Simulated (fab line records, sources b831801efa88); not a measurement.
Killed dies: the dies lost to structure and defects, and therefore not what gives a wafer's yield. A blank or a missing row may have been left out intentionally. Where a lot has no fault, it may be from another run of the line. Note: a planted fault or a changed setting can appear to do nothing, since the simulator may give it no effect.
What tool caused it? :: flow gf180mcu :: 7 lots, 21 wafers sampled, at 1 step of a route of 602

WHAT THE GAUGES READ, wafer by wafer
GF_SAB_CD_MEAS_09: target cd 420 nm.
lot: L606
measured: day 15 16:52
on: cd_sem-02
cd_nm (nm): 419.6 418.4 418.2

lot: L609
measured: day 17 03:03
on: cd_sem-01
cd_nm (nm): 418.7 418.6 422.3

lot: L612
measured: day 17 23:25
on: cd_sem-02
cd_nm (nm): 420.6 419.4 421.8

lot: L615
measured: day 19 03:30
on: cd_sem-02
cd_nm (nm): 416.8 415.9 418.0

lot: L617
measured: day 19 20:03
on: cd_sem-01
cd_nm (nm): 423.3 422.0 420.6

lot: L619
measured: day 20 11:45
on: cd_sem-01
cd_nm (nm): 420.5 422.8 422.0

lot: L623
measured: day 21 21:36
on: cd_sem-01
cd_nm (nm): 420.3 418.3 419.7

EACH LOT AND THE TOOL THAT RAN IT (in order: tool; ch and the chambers of the sampled wafers; start)
The record holds no process step before these readings.

THE ANSWER, worked out from the rows above alone
Rule: the lots themselves supply what counts as usual. Put in order of their means at a reading, lots are off if they are a third of the lots or fewer, leave a main group of 4 or more, and stand apart from it by a gap of 3 or more times the standard deviation of the main group's means; of several such gaps the widest counts. The tables above print the reading to a certain number of digits; a main group whose means all agree to those digits is not used. A lot without any number at a reading at which 4 lots or more have one is off too. The other lots that the step has rows for count as sound.
None of the lots is off at any reading shown; this tells nothing.

WHAT THE SIMULATOR HAD PUT IN
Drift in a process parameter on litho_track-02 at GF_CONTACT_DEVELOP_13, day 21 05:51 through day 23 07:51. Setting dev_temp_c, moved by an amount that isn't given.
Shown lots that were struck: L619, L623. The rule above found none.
